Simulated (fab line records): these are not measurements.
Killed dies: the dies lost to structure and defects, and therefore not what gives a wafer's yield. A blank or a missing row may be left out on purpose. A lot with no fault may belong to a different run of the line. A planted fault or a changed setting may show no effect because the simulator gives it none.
Which tool was responsible? -- flow gf180mcu -- 15 lots, 45 wafers sampled, at 1 step of a route of 602

WHAT THE GAUGES READ, wafer by wafer
GF_V4_THK_MEAS_25: measures by xrf. Usual: V4_W_THK gives 357 nm (standard deviation 5.9).
lot,measured,on,V4_W_THK (nm),flag
L424,day 25 07:41,film-metro-04,356 353 353,
L425,day 25 10:28,film-metro-03,355 357 355,
L426,day 25 15:41,film-metro-04,358 355 354,
L427,day 26 01:31,film-metro-03,362 363 368,
L431,day 27 09:31,film-metro-02,352 356 356,
L433,day 27 17:37,film-metro-02,354 356 351,
L432,day 27 18:23,film-metro-03,361 357 359,
L434,day 28 05:05,film-metro-02,352 354 355,
L436,day 28 19:25,film-metro-02,349 352 353,
L437,day 29 00:22,film-metro-02,352 357 350,
L438,day 29 04:56,film-metro-04,360 359 363,
L441,day 30 06:20,film-metro-04,363 365 361,
L444,day 30 19:41,film-metro-03,361 359 361,
L445,day 31 01:16,film-metro-02,352 355 351,
L446,day 31 07:17,film-metro-03,355 356 353,

TOOL THAT RAN EACH LOT (tool first, then ch and the chambers of the sampled wafers, then the start)
The record shows no process step preceding these readings.

WHAT THE TOOLS THEMSELVES READ (means of the sampled wafers that have a number; where no wafer has one, the mark that the record gives instead)
The record holds no such reading with a usual standard deviation.

THE ANSWER, worked out from the rows above alone
Rule: take the mean of a lot's wafers that have a number; if it is more than 3 standard deviations from the usual mean, the lot is off. A lot without any number at a reading at which 4 lots or more have one is off too. Where the step has rows for the other lots, those lots are counted as sound. First the gauges in route order, then the tools' own readings, where a lot's mean is used as printed above. At the first step where some lot is off, the reading lying furthest off is the one used; lots without a number count as furthest.
No lot is off at any reading shown: from this, nothing can be told.

WHAT WAS PUT IN BY THE SIMULATOR
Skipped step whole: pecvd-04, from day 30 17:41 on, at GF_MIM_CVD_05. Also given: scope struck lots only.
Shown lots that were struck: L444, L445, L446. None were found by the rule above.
